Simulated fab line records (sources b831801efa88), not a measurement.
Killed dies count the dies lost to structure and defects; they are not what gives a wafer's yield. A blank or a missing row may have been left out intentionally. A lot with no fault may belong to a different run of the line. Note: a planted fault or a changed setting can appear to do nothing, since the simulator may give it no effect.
Comparing a struck lot with a sound one / flow sfq line / 15 out of 325 route steps
Sound: the wafers L931.1, L931.2, L931.4. Struck: wafer L939.6 (L939.2, L939.4, from the same lot, were not struck and are left out); the cause is given at the end.
Each step with rows lists, per side, the tool, then ch with its chambers, then its first start. Under that, the readings that differ: sound wafers / struck wafers / difference of the means / sigmas: that difference in standard deviations of wafers without a fault.
alike: words and numbers the same on both sides, and readings whose means are apart by under 2 such deviations; not compared: readings that were withheld, readings missing a value for some wafer, numbers with overlapping values and no deviation given by the record, and bounds like >300 which may hide the same value.
The two part at a step that has a row with sigmas, a row that says differs or no value, or rows on one side only. When numbers do not overlap yet have no deviation, they are printed without sigmas and do not part them. A reading that every wafer of one side lacks parts them only if that side has two wafers or more.

first, 1 step without rows for these wafers: SFQ_TRILAYER_M3_STRIP_SOLV_CLEAN_080 (cleans in NMP, time 600 s).
SFQ_TRILAYER_I3_DEP_PECVD_081: deposits SiO2 from SiH4/N2O, time 111.11 s, target thk 500 nm.
  sound on pecvd-01 ch 0,1, day 37 01:55; struck on pecvd-02 ch 2, day 41 06:23
  alike: heater power w, throttle valve pct
SFQ_TRILAYER_I3_CMP_CMP_082: polishes SiO2.
  sound on cmp-02 ch 1,2,3, day 37 18:35; struck on cmp-02 ch 2, day 41 20:35
  alike: motor current A, platen rpm, slurry flow ml min, time to endpoint s
SFQ_I3_BOW_MEAS_922:
  sound on film metro-04 at day 37 21:35; struck on film metro-04 at day 41 21:37
  alike: I3_BOW
SFQ_TRILAYER_I3_METRO_MEASURE_083:
  sound on film metro-04 at day 37 21:43; struck on film metro-04 at day 41 21:55
  alike: thk nm
then, 6 steps without rows for these wafers: SFQ_TRILAYER_I3_VIA_LITHO_COAT_090 (resist thk 62 nm); SFQ_TRILAYER_I3_VIA_LITHO_COAT_085 (resist thk 650 nm); SFQ_TRILAYER_I3_VIA_LITHO_SOFTBAKE_089; SFQ_TRILAYER_I3_VIA_LITHO_EXPOSE_086 (exposes mask I3, target cd 500 nm); SFQ_TRILAYER_I3_VIA_LITHO_PEB_088 (peb time 60 s); SFQ_TRILAYER_I3_VIA_LITHO_DEVELOP_087 (time 60 s).
-- the record jumps here: 6 days lie between the struck wafers' starts before and after --
SFQ_I3_OVL_MEAS_923:
  sound on overlay-02 at day 43 05:22; struck on overlay-02 at day 47 16:14
  alike: I3_OVL
SFQ_TRILAYER_I3_VIA_BARC_OPEN_VIA_ETCH_121: etches BARC in O2, target depth 125 nm, time 41.7 s.
  sound on rie diel-03 ch 0,1,3, day 43 05:25; struck on rie diel-03 ch 3, day 47 16:16
reading=oes product au (a.u.); sound=0.678 0.687 0.682; struck=0.648; difference=-0.034; sigmas=-7
reading=run length s (s); sound=69.0 70.2 70.7; struck=74.8; difference=+4.8; sigmas=+9
reading=model.KrF_of_TRILAYER_I3_VIA_LITHO_COAT_085.thk nm (nm); sound=569.6 572.8 572.7; struck=569; difference=-3; sigmas=
  alike: drypump motor current A
  not compared: rf hours counter h
SFQ_TRILAYER_I3_VIA_ETCH_VIA_ETCH_088: etches SiO2 in CHF3, stops on Nb, target depth 260 nm.
  sound on rie diel-03 ch 0,1,3, day 43 05:27; struck on rie diel-03 ch 3, day 47 16:19
reading=model.KrF_of_TRILAYER_I3_VIA_LITHO_COAT_085.thk nm (nm); sound=523.8 529.2 527.8; struck=523.3; difference=-3.6; sigmas=
  alike: drypump motor current A, oes product au
SFQ_TRILAYER_I3_VIA_STRIP_STRIP_089: strips in O2.
  sound on rie metal-02 ch 0,1, day 43 05:34; struck on rie metal-03 ch 0, day 47 16:25
reading=drypump motor current A (A); sound=5.6 5.9 5.7; struck=5.0; difference=-0.7; sigmas=-2
  alike: oes product au, platen temp c
  not compared: rf hours counter h

== WHERE THEY PART ==
At SFQ_TRILAYER_I3_VIA_BARC_OPEN_VIA_ETCH_121 first; at SFQ_TRILAYER_I3_VIA_STRIP_STRIP_089 last (within this record only).

WHY: whatever the simulator had introduced
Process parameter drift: rie diel-03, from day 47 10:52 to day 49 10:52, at SFQ_TRILAYER_I3_VIA_BARC_OPEN_VIA_ETCH_121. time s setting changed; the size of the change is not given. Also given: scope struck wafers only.
